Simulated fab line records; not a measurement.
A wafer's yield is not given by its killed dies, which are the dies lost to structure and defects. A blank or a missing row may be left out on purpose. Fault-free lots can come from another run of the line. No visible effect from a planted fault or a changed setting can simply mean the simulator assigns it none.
fab line records	flow sky130
record lots=5	wafers=15	last_day=50
route steps=708 shown VIA3@593 METAL4@598 CAP2M@603 PAD_OPEN@708
lots untouched by any fault: they come from a run of this same line in which no faults occurred
start_h: start of the lot's first displayed wafer, in hours after the record's first day	wait_h: hours since the lot's step before	" the same as in the row above	L1.1+2: a single row standing in for several wafers	- either no value or no given start	* or withheld: withheld	< > ~ a bound
route shown NAME@n: names a module that has steps shown in the file, with the first one's number in the route	usual: mean and standard deviation over wafers with no fault	same: alike in all rows	chamber/n: place in a boat	sites: per-site readings	_std_site: the values' standard deviation	_edge_site: inner sites' mean taken away from outer sites' mean	radius_mm: how far each site lies from the wafer's centre	mask NAME#n: copy n	behind: tool/chamber where the wafer was last shaped	hold: reason for holding the lot/hours on hold/outcome of the hold	device: the transistor (n, p or np) that didn't switch	end of line: tests run on the same wafers once the route is complete	step lacking rows: just its recipe	killed: dies lost to structure and defects at the first sort, not the wafer's yield	map: a wafer's dies, x killed, . not, _ none there
set.NAME: the setting that was run; set.NAME@STEP: the one run at that earlier step	model.NAME: the simulator's own value behind a step, which no gauge read
lots seen at some steps along the route; tables by step, rows by wafer
services: a tool's chamber out of use, with start hour (start_h, from the record's first day; less than 0 if before it), hours out, and reason
## steps
# step SKY_VIA3_SPUTTER_20
# recipe material=TiN	target_thk_nm=20	chamber_pressure_pa=5	power_w=4000	time_s=80
# step SKY_VIA3_CVD_21
# recipe material=W	target_thk_nm=390	time_s=117.31	temp_c=400	pressure_torr=40
# usual heater_power_w=844/51
lot.wafer	tool	chamber	start_h	wait_h	heater_power_w
L307.1	cvd_w-01	1	949.60	0.0	809
L307.2	"	0	"	"	929
L307.5	"	1	"	"	822
L309.3	cvd_w-01	1	971.73	0.1	812
L309.5	"	0	"	"	913
L309.6	"	1	"	"	797
L318.2	cvd_w-02	1	1023.13	0.0	862
L318.4	"	0	"	"	797
L318.5	"	0	"	"	812
L323.1	cvd_w-02	0	1053.90	0.0	792
L323.4	"	1	"	"	853
L323.6	"	0	"	"	798
L327.1	cvd_w-01	0	1077.75	0.0	949
L327.5	"	1	"	"	774
L327.6	"	0	"	"	931
# step SKY_VIA3_RS_MEAS_22
# recipe thk_meas_gauge=four-point-probe	reads=W_of_VIA3_CVD_21+TiN_of_VIA3_SPUTTER_20
# usual VIA3_W_RS=0.292/0.005
lot.wafer	tool	chamber	start_h	wait_h	VIA3_W_RS[ohm/sq]
L307.1	film_metro-01	-	949.72	0.1	0.295
L307.2	"	-	"	"	0.290
L307.5	"	-	"	"	0.296
L309.3	film_metro-02	-	971.85	0.1	0.297
L309.5	"	-	"	"	0.286
L309.6	"	-	"	"	0.297
L318.2	film_metro-04	-	1023.27	0.1	0.296
L318.4	"	-	"	"	0.287
L318.5	"	-	"	"	0.289
L323.1	film_metro-02	-	1054.02	0.1	0.287
L323.4	"	-	"	"	0.295
L323.6	"	-	"	"	0.289
L327.1	film_metro-04	-	1077.87	0.1	0.277
L327.5	"	-	"	"	0.294
L327.6	"	-	"	"	0.278
# step SKY_VIA3_THK_MEAS_23
# recipe thk_meas_gauge=xrf	reads=W_of_VIA3_CVD_21
# usual VIA3_W_THK=397/8.9
lot.wafer	tool	chamber	start_h	wait_h	VIA3_W_THK[nm]
L307.1	film_metro-01	-	949.84	0.1	384
L307.2	"	-	"	"	392
L307.5	"	-	"	"	386
L309.3	film_metro-02	-	971.95	0.1	390
L309.5	"	-	"	"	408
L309.6	"	-	"	"	390
L318.2	film_metro-04	-	1023.38	0.1	396
L318.4	"	-	"	"	409
L318.5	"	-	"	"	409
L323.1	film_metro-02	-	1054.14	0.1	396
L323.4	"	-	"	"	387
L323.6	"	-	"	"	397
L327.1	film_metro-04	-	1077.99	0.1	424
L327.5	"	-	"	"	401
L327.6	"	-	"	"	420
# step SKY_VIA3_CMP_24
# recipe stop_on=SiO2	t_overpolish_s=20	down_force_psi=3.5	platen_rpm=60	target_thk_nm=0	pad_velocity_m_s=0.94248
# step SKY_METAL4_SPUTTER_00
# recipe material=Ti	target_thk_nm=15	power_w=3000	time_s=10	chamber_pressure_pa=0.4
# step SKY_METAL4_SPUTTER_01
# recipe material=TiN	target_thk_nm=20	power_w=6500	time_s=16.7	chamber_pressure_pa=0.4
# step SKY_METAL4_SPUTTER_02
# recipe material=AlCu	target_thk_nm=735	power_w=10600	time_s=40.79	chamber_pressure_pa=0.4
# step SKY_METAL4_SPUTTER_03
# recipe material=Ti	target_thk_nm=5	power_w=3000	time_s=3.3	chamber_pressure_pa=0.4
# usual throttle_valve_pct=30.1/1.4
lot.wafer	tool	chamber	start_h	wait_h	throttle_valve_pct
L307.1	pvd_sputter-04	-	950.44	0.0	29.9
L307.2	"	-	"	"	31.7
L307.5	"	-	"	"	30.2
L309.3	pvd_sputter-03	-	972.38	0.0	31.2
L309.5	"	-	"	"	30.6
L309.6	"	-	"	"	28.1
L318.2	pvd_sputter-04	-	1023.82	0.0	30.6
L318.4	"	-	"	"	31.3
L318.5	"	-	"	"	30.2
L323.1	pvd_sputter-01	-	1054.59	0.0	27.2
L323.4	"	-	"	"	28.6
L323.6	"	-	"	"	29.6
L327.1	pvd_sputter-04	-	1078.44	0.0	31.7
L327.5	"	-	"	"	30.5
L327.6	"	-	"	"	30.0
# step SKY_METAL4_SPUTTER_04
# recipe material=TiN	target_thk_nm=70	power_w=6500	time_s=58.3	chamber_pressure_pa=0.4
# usual throttle_valve_pct=30.1/1.4
lot.wafer	tool	chamber	start_h	wait_h	throttle_valve_pct
L307.1	pvd_sputter-04	-	950.46	0.0	30.3
L307.2	"	-	"	"	31.6
L307.5	"	-	"	"	30.1
L309.3	pvd_sputter-03	-	972.40	0.0	31.3
L309.5	"	-	"	"	30.6
L309.6	"	-	"	"	27.9
L318.2	pvd_sputter-04	-	1023.84	0.0	30.2
L318.4	"	-	"	"	31.5
L318.5	"	-	"	"	30.3
L323.1	pvd_sputter-01	-	1054.60	0.0	27.5
L323.4	"	-	"	"	28.7
L323.6	"	-	"	"	29.2
L327.1	pvd_sputter-04	-	1078.45	0.0	31.4
L327.5	"	-	"	"	30.4
L327.6	"	-	"	"	30.1
# step SKY_CAP2M_CVD_00
# recipe material=SiO2	target_thk_nm=15.5	temp_c=400	time_s=withheld	rf_w=450
# step SKY_CAP2M_THK_MEAS_01
# recipe reads=SiO2_of_CAP2M_CVD_00
# usual CAP2M_CVD_00_THK=15.4/0.3
lot.wafer	tool	chamber	start_h	wait_h	CAP2M_CVD_00_THK[nm]
L307.1	film_metro-04	-	950.53	-	15.3
L307.2	"	-	"	"	15.2
L307.5	"	-	"	"	15.5
L309.3	film_metro-04	-	972.49	-	15.3
L309.5	"	-	"	"	15.3
L309.6	"	-	"	"	16.0
L318.2	film_metro-04	-	1023.93	-	15.1
L318.4	"	-	"	"	15.7
L318.5	"	-	"	"	15.7
L323.1	film_metro-03	-	1054.67	-	15.8
L323.4	"	-	"	"	16.0
L323.6	"	-	"	"	15.9
L327.1	film_metro-03	-	1078.52	-	15.2
L327.5	"	-	"	"	15.6
L327.6	"	-	"	"	15.3
# step SKY_CAP2M_SPUTTER_02
# recipe material=TiN	target_thk_nm=200	temp_c=300	power_w=6500	time_s=166.7	chamber_pressure_pa=0.4
# usual throttle_valve_pct=30.2/1.5
lot.wafer	tool	chamber	start_h	wait_h	throttle_valve_pct	model.TiN_of_CAP2M_SPUTTER_02.thk_nm
L307.1	pvd_sputter-03	-	950.59	0.1	31.1	201.2
L307.2	"	-	"	"	30.7	198.9
L307.5	"	-	"	"	28.2	200.4
L309.3	pvd_sputter-02	-	972.53	0.0	30.7	202.4
L309.5	"	-	"	"	31.8	197.6
L309.6	"	-	"	"	30.7	201.7
L318.2	pvd_sputter-03	-	1023.98	0.0	30.6	90.6
L318.4	"	-	"	"	27.9	199
L318.5	"	-	"	"	31.7	198.3
L323.1	pvd_sputter-01	-	1054.73	0.1	27.6	202.1
L323.4	"	-	"	"	32.3	200.1
L323.6	"	-	"	"	29.3	199.5
L327.1	pvd_sputter-01	-	1078.58	0.1	28.4	200.6
L327.5	"	-	"	"	29.1	198.2
L327.6	"	-	"	"	32.2	200.8
# step SKY_CAP2M_RS_MEAS_03
# recipe thk_meas_gauge=four-point-probe	reads=TiN_of_CAP2M_SPUTTER_02
# usual CAP2M_TIN_RS=6.90/0.081
lot.wafer	tool	chamber	start_h	wait_h	CAP2M_TIN_RS[ohm/sq]
L307.1	film_metro-01	-	950.70	0.1	6.86
L307.2	"	-	"	"	6.95
L307.5	"	-	"	"	6.90
L309.3	film_metro-04	-	972.68	0.1	6.81
L309.5	"	-	"	"	6.99
L309.6	"	-	"	"	6.86
L318.2	film_metro-04	-	1024.11	0.1	15.64
L318.4	"	-	"	"	6.95
L318.5	"	-	"	"	6.97
L323.1	film_metro-01	-	1054.84	0.1	6.84
L323.4	"	-	"	"	6.89
L323.6	"	-	"	"	6.92
L327.1	film_metro-04	-	1078.69	0.1	6.87
L327.5	"	-	"	"	6.96
L327.6	"	-	"	"	6.88
# step SKY_CAP2M_THK_MEAS_04
# recipe thk_meas_gauge=xrf	reads=TiN_of_CAP2M_SPUTTER_02
# usual CAP2M_TIN_THK=198.9/2.7
lot.wafer	tool	chamber	start_h	wait_h	CAP2M_TIN_THK[nm]
L307.1	film_metro-01	-	950.82	0.1	201.4
L307.2	"	-	"	"	198.8
L307.5	"	-	"	"	200.8
L309.3	film_metro-04	-	972.78	0.1	199.8
L309.5	"	-	"	"	195.3
L309.6	"	-	"	"	199.2
L318.2	film_metro-04	-	1024.22	0.1	89.5
L318.4	"	-	"	"	196.8
L318.5	"	-	"	"	196.1
L323.1	film_metro-01	-	1054.96	0.1	202.2
L323.4	"	-	"	"	200.6
L323.6	"	-	"	"	199.3
L327.1	film_metro-04	-	1078.81	0.1	199.7
L327.5	"	-	"	"	197.1
L327.6	"	-	"	"	199.9
# step SKY_CAP2M_DEHYDRATE_05
# recipe temp_c=200	time_s=60
# step SKY_CAP2M_HMDS_06
# recipe prime_time_s=60	prime_temp_c=120
# step SKY_CAP2M_COAT_07
# recipe resist=NOVOLAK	spin_rpm=3000	resist_thk_nm=1140
# step SKY_CAP2M_SOFTBAKE_08
# recipe temp_c=90	time_s=60	resist=NOVOLAK
# step SKY_CAP2M_EXPOSE_09
# recipe mask_id=CAP2M	na=0.6	source_shape=conventional	sigma_outer=0.6	polarization=unpolarized	target_cd_nm=1000	dose_mj=159
# step SKY_CAP2M_PEB_10
# recipe temp_c=withheld	time_s=*	resist=NOVOLAK
# step SKY_CAP2M_DEVELOP_11
# recipe resist=NOVOLAK	developer=TMAH	develop_time_s=60	dev_temp_c=23
# step SKY_CAP2M_OVL_MEAS_12
# usual CAP2M_OVL=0.2/1.5
lot.wafer	tool	chamber	start_h	wait_h	CAP2M_OVL[nm]
L307.1	overlay-02	-	974.44	0.1	0.7
L307.2	"	-	"	"	0.1
L307.5	"	-	"	"	0.2
L309.3	overlay-02	-	995.80	0.1	2.0
L309.5	"	-	"	"	0.8
L309.6	"	-	"	"	2.1
L318.2	overlay-02	-	1046.19	0.1	1.6
L318.4	"	-	"	"	1.4
L318.5	"	-	"	"	1.8
L323.1	overlay-01	-	1075.84	0.1	-1.5
L323.4	"	-	"	"	1.9
L323.6	"	-	"	"	1.7
L327.1	overlay-02	-	1098.94	0.1	-1.5
L327.5	"	-	"	"	0.8
L327.6	"	-	"	"	-0.2
# step SKY_CAP2M_METAL_ETCH_13
# recipe target_depth_nm=220	stop_on=SiO2	chemistry=Cl2/BCl3	target=TiN	pressure_mtorr=10	icp_w=900	bias_w=48.5	Cl2_flow_sccm=60	bcl3_flow_sccm=30	time_s=62.9
# usual drypump_motor_current_A=5.7/0.53	oes_product_au=0.942/0.0082	throttle_valve_pct=21.901/0.0097
lot.wafer	tool	chamber	start_h	wait_h	drypump_motor_current_A	oes_product_au	rf_hours_counter_h	throttle_valve_pct
L307.1	rie_metal-04	0	974.47	0.0	4.7	0.947	17	21.907
L307.2	"	1	"	"	5.9	0.939	4	21.913
L307.5	"	1	"	"	5.9	0.935	-	21.894
L309.3	rie_metal-03	0	995.85	0.0	5.6	0.944	-	21.889
L309.5	"	0	"	"	5.6	0.939	-	21.908
L309.6	"	1	"	"	6.0	0.942	-	21.898
L318.2	rie_metal-04	0	1046.22	0.0	4.7	0.639	20	22.098
L318.4	"	1	"	"	5.9	0.933	-	21.900
L318.5	"	0	"	"	4.7	0.931	-	21.905
L323.1	rie_metal-04	0	1075.87	0.0	4.7	0.949	22	21.905
L323.4	"	1	"	"	5.9	0.941	-	21.889
L323.6	"	0	"	"	4.6	0.938	-	21.922
L327.1	rie_metal-01	1	1098.97	0.0	5.2	0.937	9	21.896
L327.5	"	0	"	"	6.3	0.929	-	21.912
L327.6	"	1	"	"	5.1	0.934	-	21.906
# step SKY_CAP2M_STRIP_14
# recipe chemistry=O2/N2	power_w=1400	pressure_mtorr=1500	platen_temp_c=withheld	o2_flow_sccm=3000	n2_flow_sccm=300	overash_fraction=0.5
# step SKY_CAP2M_STRIP_15
# recipe chemistry=post_etch_residue_remover	time_s=1200	temp_c=72.5
# step SKY_CAP2M_CLEAN_16
# recipe chemistry=IPA	time_s=180	temp_c=25
# step SKY_CAP2M_CLEAN_17
# recipe chemistry=O3/DIW	dry=n2_spin
# step SKY_METAL4_DEHYDRATE_05
# recipe temp_c=200	time_s=60
# step SKY_METAL4_HMDS_06
# recipe prime_time_s=60	prime_temp_c=120
# step SKY_METAL4_COAT_07
# recipe resist=BARC	temp_c=withheld	time_s=withheld	spin_rpm=3000	resist_thk_nm=60
# step SKY_METAL4_COAT_08
# recipe resist=KrF-thick	spin_rpm=3000	resist_thk_nm=1140
# step SKY_METAL4_SOFTBAKE_09
# recipe temp_c=100	time_s=90	resist=KrF-thick
# step SKY_METAL4_EXPOSE_10
# recipe mask_id=MM4	na=0.68	source_shape=annular	sigma_inner=0.4	sigma_outer=0.8	target_cd_nm=300	dose_mj=28
# step SKY_METAL4_PEB_11
# recipe peb_temp_c=withheld	peb_time_s=withheld	resist=KrF-thick
# step SKY_METAL4_DEVELOP_12
# recipe develop_time_s=60	resist=KrF-thick	dev_temp_c=21
# step SKY_METAL4_CD_MEAS_13
# recipe target_cd_nm=300
# usual cd_nm=299.9/1.5
lot.wafer	tool	chamber	start_h	wait_h	cd_nm
L307.1	cd_sem-01	-	998.34	-	300.3
L307.2	"	-	"	"	299.5
L307.5	"	-	"	"	300.7
L309.3	cd_sem-02	-	1019.08	-	297.5
L309.5	"	-	"	"	298.1
L309.6	"	-	"	"	298.3
L318.2	cd_sem-01	-	1068.51	-	299.5
L318.4	"	-	"	"	298.9
L318.5	"	-	"	"	300.6
L323.1	cd_sem-02	-	1096.91	-	300.7
L323.4	"	-	"	"	300.1
L323.6	"	-	"	"	298.7
L327.1	cd_sem-01	-	1119.94	-	298.2
L327.5	"	-	"	"	301.2
L327.6	"	-	"	"	299.4
# step SKY_METAL4_OVL_MEAS_14
# usual METAL4_OVL=-2/5.6
lot.wafer	tool	chamber	start_h	wait_h	METAL4_OVL[nm]
L307.1	overlay-01	-	998.46	0.1	8
L307.2	"	-	"	"	1
L307.5	"	-	"	"	3
L309.3	overlay-02	-	1019.17	0.1	0
L309.5	"	-	"	"	-5
L309.6	"	-	"	"	-2
L318.2	overlay-01	-	1068.61	0.1	0
L318.4	"	-	"	"	0
L318.5	"	-	"	"	7
L323.1	overlay-01	-	1097.03	0.1	3
L323.4	"	-	"	"	-9
L323.6	"	-	"	"	-8
L327.1	overlay-01	-	1120.06	0.1	-15
L327.5	"	-	"	"	-4
L327.6	"	-	"	"	-7
# step SKY_METAL4_DESCUM_15
# recipe chemistry=O2	source_power_w=150	bias_power_w=0	pressure_mtorr=10	temp_c=40	time_s=8
# step SKY_METAL4_ETCH_16
# recipe chemistry=N2/H2	target=BARC	ion_energy_ev=200	bias_w=100	pressure_mtorr=30	n2_flow_sccm=100	h2_flow_sccm=200	icp_w=500	stop_on=SiO2	time_s=88.2	target_depth_a=600
# usual drypump_motor_current_A=5.8/0.49	n2_flow_sccm=99.99/0.29	oes_product_au=0.627/0.0045	throttle_valve_pct=13.205/0.0089
lot.wafer	tool	chamber	start_h	wait_h	drypump_motor_current_A	n2_flow_sccm	oes_product_au	rf_hours_counter_h	throttle_valve_pct
L307.1	rie_metal-02	1	998.52	0.0	5.3	100.16	0.635	17	13.214
L307.2	"	0	"	"	6.6	99.58	0.624	8	13.200
L307.5	"	0	"	"	6.6	100.03	0.629	-	13.216
L309.3	rie_metal-01	0	1019.26	0.0	6.3	100.19	0.626	-	13.198
L309.5	"	1	"	"	5.2	99.93	0.628	-	13.211
L309.6	"	0	"	"	6.3	99.61	0.623	-	13.220
L318.2	rie_metal-03	0	1068.68	0.0	5.6	100.04	0.624	15	13.206
L318.4	"	1	"	"	6.0	100.36	0.625	-	13.198
L318.5	"	1	"	"	6.0	100.27	0.631	-	13.193
L323.1	rie_metal-03	0	1097.09	0.0	5.6	100.07	0.625	18	13.208
L323.4	"	1	"	"	6.0	99.78	0.626	-	13.205
L323.6	"	0	"	"	5.6	100.10	0.626	-	13.212
L327.1	rie_metal-02	0	1120.13	0.0	6.5	99.87	0.631	17	13.213
L327.5	"	0	"	"	6.6	100.35	0.622	-	13.213
L327.6	"	1	"	"	5.3	99.64	0.625	-	13.191
# step SKY_METAL4_ETCH_17
# recipe target=SiO2	stop_on=TiN	chemistry=C4F8/O2/Ar	source_w=1500	bias_w=1200	pressure_mtorr=40	c4f8_flow_sccm=withheld	O2_flow_sccm=6	Ar_flow_sccm=300	time_s=3.9	target_depth_a=150
# step SKY_METAL4_METAL_ETCH_18
# recipe target_depth_a=8450	stop_on=SiO2	over_etch_frac=0.3	time_s=183.1	chemistry=Cl2/BCl3	resist_sidewall_deg=88	pressure_mtorr=10	icp_w=900	bias_w=48.5	Cl2_flow_sccm=60	bcl3_flow_sccm=30
# usual drypump_motor_current_A=5.8/0.49	oes_product_au=0.882/0.0066	throttle_valve_pct=22.263/0.0085
lot.wafer	tool	chamber	start_h	wait_h	drypump_motor_current_A	oes_product_au	rf_hours_counter_h	throttle_valve_pct
L307.1	rie_metal-01	0	998.68	0.0	6.3	0.867	15	22.264
L307.2	"	1	"	"	5.2	0.880	2	22.267
L307.5	"	0	"	"	6.3	0.889	-	22.271
L309.3	rie_metal-02	1	1019.40	0.1	5.3	0.886	-	22.246
L309.5	"	1	"	"	5.3	0.888	-	22.260
L309.6	"	0	"	"	6.6	0.894	-	22.262
L318.2	rie_metal-01	0	1068.79	0.0	6.3	0.879	20	22.259
L318.4	"	0	"	"	6.3	0.872	-	22.270
L318.5	"	1	"	"	5.2	0.880	-	22.262
L323.1	rie_metal-01	0	1097.21	0.0	6.3	0.879	21	22.262
L323.4	"	0	"	"	6.3	0.888	-	22.262
L323.6	"	0	"	"	6.3	0.879	-	22.274
L327.1	rie_metal-01	1	1120.24	0.0	5.2	0.874	10	22.258
L327.5	"	1	"	"	5.2	0.888	-	22.278
L327.6	"	0	"	"	6.3	0.884	-	22.268
# step SKY_METAL4_STRIP_20
# recipe chemistry=post_etch_residue_remover	time_s=1200	temp_c=72.5
lot.wafer	tool	chamber	start_h	wait_h	model.TiN_of_CAP2M_SPUTTER_02.thk_nm
L307.1	wet_bench-04	2	998.96	0.1	200.4
L307.2	"	2	"	"	198
L307.5	"	2	"	"	199.6
L309.3	wet_bench-02	1	1019.62	0.0	201.5
L309.5	"	1	"	"	196.7
L309.6	"	1	"	"	200.8
L318.2	wet_bench-04	3	1069.07	0.1	89.76
L318.4	"	3	"	"	198.2
L318.5	"	3	"	"	197.5
L323.1	wet_bench-03	3	1097.49	0.1	201.2
L323.4	"	3	"	"	199.2
L323.6	"	3	"	"	198.7
L327.1	wet_bench-04	3	1120.52	0.1	199.7
L327.5	"	3	"	"	197.3
L327.6	"	3	"	"	199.9
# step SKY_PAD_OPEN_PROBE_99
# usual defect_limited_yield=82.5/1.8	killed_at_M0_to_M3=44/6.6	killed_at_M4_up=2.9/1.8	killed_at_contacts=24/4.8	killed_at_front_end=15/4.5	killed_at_other=0.3/0.64	killed_dies=86/8.7	killed_on_rim=17/3.8	killed_open=47/6.5	killed_short=39/5.8	sort_bin_3_pad_short=0.9/0.4	sort_bin_5_function=10.3/1.4	sort_bin_6_memory=6.2/1.1	sort_n_pass=406/8.7	sort_yield_pct=82.5/1.8
# same gross_dies=492	killed_at_back_side=0	sort_bin_4_leakage[%]=0	sort_bin_8_speed[%]=0
lot.wafer	tool	chamber	start_h	wait_h	defect_limited_yield[%]	killed_at_M0_to_M3	killed_at_M4_up	killed_at_contacts	killed_at_front_end	killed_at_other	killed_dies	killed_on_rim	killed_open	killed_short	sort_bin_3_pad_short[%]	sort_bin_5_function[%]	sort_bin_6_memory[%]	sort_n_pass	sort_yield_pct[%]	model.etest.cap_mim2.plate_ohm_sq	model.etest.cap_mim2.bv_v	model.etest.cap_mim2.leak_log10_a_cm2
L307.1	prober-02	-	1091.66	0.1	83.1	37	1	27	18	0	83	14	49	34	0.2	9.8	6.9	409	83.1	6.01	14.03	-9.006
L307.2	prober-02	-	1091.71	0.1	80.7	46	3	33	13	0	95	20	56	39	1.2	12.0	6.1	397	80.7	6.041	14.09	-8.958
L307.5	prober-02	-	1091.86	0.2	81.5	46	3	24	18	0	91	15	46	44	1.6	11.2	5.7	401	81.5	5.997	14.08	-9.127
L309.3	prober-02	-	1109.01	0.2	81.1	51	6	17	19	0	93	18	55	38	1.2	11.6	6.1	399	81.1	5.914	13.51	-8.863
L309.5	prober-02	-	1109.11	0.2	84.8	36	2	22	15	0	75	15	40	35	1.2	9.6	4.5	417	84.8	6.073	13.09	-8.875
L309.6	prober-02	-	1109.16	0.2	79.7	53	2	26	19	0	100	19	54	46	0.4	11.6	8.3	392	79.7	6.01	14.39	-9.117
L318.2	prober-01	-	1152.95	0.1	85.2	35	1	22	15	0	73	11	34	39	1.2	8.5	5.1	419	85.2	13.28	10.67	-7.64
L318.4	prober-01	-	1153.05	0.2	80.9	55	1	29	9	0	94	21	53	41	0.8	11.6	6.7	398	80.9	5.964	14.06	-8.952
L318.5	prober-01	-	1153.10	0.2	83.1	49	2	14	18	0	83	19	43	40	0.8	10.6	5.5	409	83.1	6.01	13.63	-9.084
L323.1	prober-02	-	1177.85	0.1	81.1	42	4	31	16	0	93	25	44	49	0.6	11.2	7.1	399	81.1	5.988	13.62	-9.095
L323.4	prober-02	-	1178.00	0.2	82.9	43	6	25	9	1	84	16	49	35	0.2	10.8	6.1	408	82.9	6.012	14.21	-9.088
L323.6	prober-02	-	1178.10	0.2	81.9	52	1	19	17	0	89	16	48	41	0.4	10.6	7.1	403	81.9	6.008	14.26	-9.04
L327.1	prober-02	-	1195.61	0.1	82.9	44	2	25	13	0	84	16	46	38	1.0	10.2	5.9	408	82.9	5.992	13.65	-8.882
L327.5	prober-02	-	1195.81	0.2	79.9	52	2	28	17	0	99	18	59	40	1.0	11.2	7.9	393	79.9	6.117	13.96	-8.995
L327.6	prober-02	-	1195.86	0.2	84.6	47	2	23	4	0	76	17	34	41	0.6	8.7	6.1	416	84.6	6.039	13.84	-8.986
# killed by level:class
L307.1 VIA1:geometric_particle:open=10 CONTACT:geometric_particle:open=8 LI_CONTACT:geometric_particle:open=7 POLY_GATE:geometric_particle:open=5 LOCAL_INTERCONNECT:geometric_particle:short=5 METAL1:geometric_particle:short=5 VIA1:geometric_particle:short=5 FIELD_ISO:geometric_particle:open=4
L307.2 VIA1:geometric_particle:open=11 CONTACT:geometric_particle:open=9 VIA3:geometric_particle:open=9 LOCAL_INTERCONNECT:geometric_particle:short=8 LI_CONTACT:geometric_particle:open=8 VIA2:geometric_particle:open=6 CONTACT:geometric_particle:short=6 FIELD_ISO:geometric_particle:open=4
L307.5 VIA3:geometric_particle:open=11 FIELD_ISO:geometric_particle:short=8 VIA1:geometric_particle:open=7 FIELD_ISO:geometric_particle:open=6 CONTACT:geometric_particle:open=6 LI_CONTACT:geometric_particle:open=5 VIA2:geometric_particle:open=5 VIA3:geometric_particle:short=5
L309.3 VIA1:geometric_particle:open=16 VIA3:geometric_particle:open=9 VIA1:geometric_particle:short=7 VIA2:geometric_particle:open=7 FIELD_ISO:geometric_particle:short=6 POLY_GATE:geometric_particle:open=5 CONTACT:geometric_particle:open=5 CONTACT:geometric_particle:short=4
L309.5 VIA1:geometric_particle:open=11 CONTACT:geometric_particle:open=9 FIELD_ISO:geometric_particle:short=5 VIA2:geometric_particle:open=5 VIA3:geometric_particle:open=5 METAL1:geometric_particle:short=4 POLY_GATE:geometric_particle:short=4 LI_CONTACT:geometric_particle:open=4
L309.6 VIA1:geometric_particle:open=14 CONTACT:geometric_particle:open=12 VIA2:geometric_particle:open=10 METAL2:geometric_particle:short=7 VIA3:geometric_particle:short=7 LI_CONTACT:geometric_particle:open=6 CONTACT:geometric_particle:short=6 FIELD_ISO:geometric_particle:open=5
L318.2 CONTACT:geometric_particle:open=11 METAL2:geometric_particle:short=9 POLY_GATE:geometric_particle:short=8 VIA3:geometric_particle:open=6 VIA1:geometric_particle:open=6 FIELD_ISO:geometric_particle:short=5 LI_CONTACT:geometric_particle:open=4 LOCAL_INTERCONNECT:geometric_particle:short=4
L318.4 VIA1:geometric_particle:open=14 CONTACT:geometric_particle:open=10 VIA3:geometric_particle:open=8 CONTACT:geometric_particle:short=7 VIA1:geometric_particle:short=7 METAL2:geometric_particle:short=7 VIA2:geometric_particle:open=6 LI_CONTACT:geometric_particle:open=5
L318.5 VIA1:geometric_particle:open=12 VIA3:geometric_particle:open=9 CONTACT:geometric_particle:open=7 METAL1:geometric_particle:short=7 FIELD_ISO:geometric_particle:short=6 VIA2:geometric_particle:open=6 POLY_GATE:geometric_particle:short=5 METAL2:geometric_particle:short=5
L323.1 CONTACT:geometric_particle:short=12 VIA2:geometric_particle:open=9 VIA1:geometric_particle:open=8 LOCAL_INTERCONNECT:geometric_particle:short=7 LI_CONTACT:geometric_particle:open=6 VIA3:geometric_particle:short=5 VIA3:geometric_particle:open=5 POLY_GATE:geometric_particle:short=4
L323.4 VIA1:geometric_particle:open=15 CONTACT:geometric_particle:open=6 LI_CONTACT:geometric_particle:open=6 METAL2:geometric_particle:short=5 VIA3:geometric_particle:open=5 LI_CONTACT:geometric_particle:short=5 VIA3:geometric_particle:short=5 CONTACT:geometric_particle:short=4
L323.6 VIA1:geometric_particle:open=12 VIA3:geometric_particle:open=8 VIA2:geometric_particle:open=6 SPACER:geometric_particle:open=5 METAL2:geometric_particle:short=5 VIA2:geometric_particle:short=5 POLY_GATE:geometric_particle:open=4 LI_CONTACT:geometric_particle:short=4
L327.1 VIA1:geometric_particle:open=13 CONTACT:geometric_particle:short=10 CONTACT:geometric_particle:open=8 VIA3:geometric_particle:open=6 FIELD_ISO:geometric_particle:short=5 METAL2:geometric_particle:short=5 LI_CONTACT:geometric_particle:open=5 VIA1:geometric_particle:short=5
L327.5 VIA3:geometric_particle:open=12 CONTACT:geometric_particle:open=10 VIA1:geometric_particle:open=7 LI_CONTACT:geometric_particle:short=6 METAL1:geometric_particle:short=6 FIELD_ISO:geometric_particle:open=5 VIA2:geometric_particle:open=5 LI_CONTACT:geometric_particle:open=5
L327.6 VIA3:geometric_particle:open=8 VIA1:geometric_particle:short=8 VIA2:geometric_particle:open=7 CONTACT:geometric_particle:open=7 CONTACT:geometric_particle:short=7 METAL1:geometric_particle:short=6 METAL2:geometric_particle:short=5 VIA2:geometric_particle:short=5
## services
tool	chamber	start_h	hours	kind
rie_metal-01	1	946.88	9.2	repair
pvd_sputter-03	-	950.78	5.2	repair
pvd_sputter-01	2	951.45	-	consumable_replace:kit
pvd_sputter-01	2	951.45	18.0	scheduled_down
pvd_sputter-01	2	951.45	18.0	vent_cycle
rie_metal-01	1	970.98	21.7	repair
cvd_w-01	1	985.76	8.8	repair
pvd_sputter-02	-	995.68	8.0	repair
wet_bench-04	-	1014.17	4.4	pm
cvd_w-01	-	1017.31	12.2	repair
pvd_sputter-02	-	1021.72	33.6	repair
wet_bench-03	-	1023.64	3.3	repair
rie_metal-03	-	1026.89	2.8	pm
pvd_sputter-03	3	1032.17	-	consumable_replace:kit
pvd_sputter-03	3	1032.17	18.0	scheduled_down
pvd_sputter-03	3	1032.17	18.0	vent_cycle
pvd_sputter-04	1	1044.05	-	consumable_replace:kit
pvd_sputter-04	1	1044.05	18.0	scheduled_down
pvd_sputter-04	1	1044.05	18.0	vent_cycle
cvd_w-01	-	1046.93	0.6	repair
wet_bench-04	-	1100.82	1.3	repair
pvd_sputter-03	-	1113.61	2.2	repair
pvd_sputter-02	-	1114.76	2.4	repair
rie_metal-04	-	1117.98	1.4	pm
## key
first_sign step=SKY_CAP2M_RS_MEAS_03	reading=CAP2M_TIN_RS	direction=up	sigmas=99+	usual=6.90	struck=15.64
effect step=SKY_CAP2M_THK_MEAS_04	reading=CAP2M_TIN_THK	direction=down	sigmas=41	usual=198.9	struck=89.5
effect step=SKY_CAP2M_METAL_ETCH_13	reading=oes_product_au	direction=down	sigmas=37	usual=0.942	struck=0.639
model_effect step=SKY_CAP2M_SPUTTER_02	value=TiN_of_CAP2M_SPUTTER_02.thk_nm	without=197.4	struck=90.6
model_effect step=SKY_METAL4_STRIP_20	value=TiN_of_CAP2M_SPUTTER_02.thk_nm	without=196.6	struck=89.76
model_effect step=SKY_PAD_OPEN_PROBE_99	value=etest.cap_mim2.plate_ohm_sq	without=6.094	struck=13.28
met_at SKY_CAP2M_SPUTTER_02
struck_wafers L318.2
onset_between 950.59 1023.98
fault kind=process_parameter_drift	tool=pvd_sputter-03	chamber=-	onset_h=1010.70	steps=SKY_CAP2M_SPUTTER_02	channel=target_thk_nm	offset=-106.8	shape=step	end_h=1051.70	acts_in=these_recipes_only	stated=200	scope=struck_wafers_only
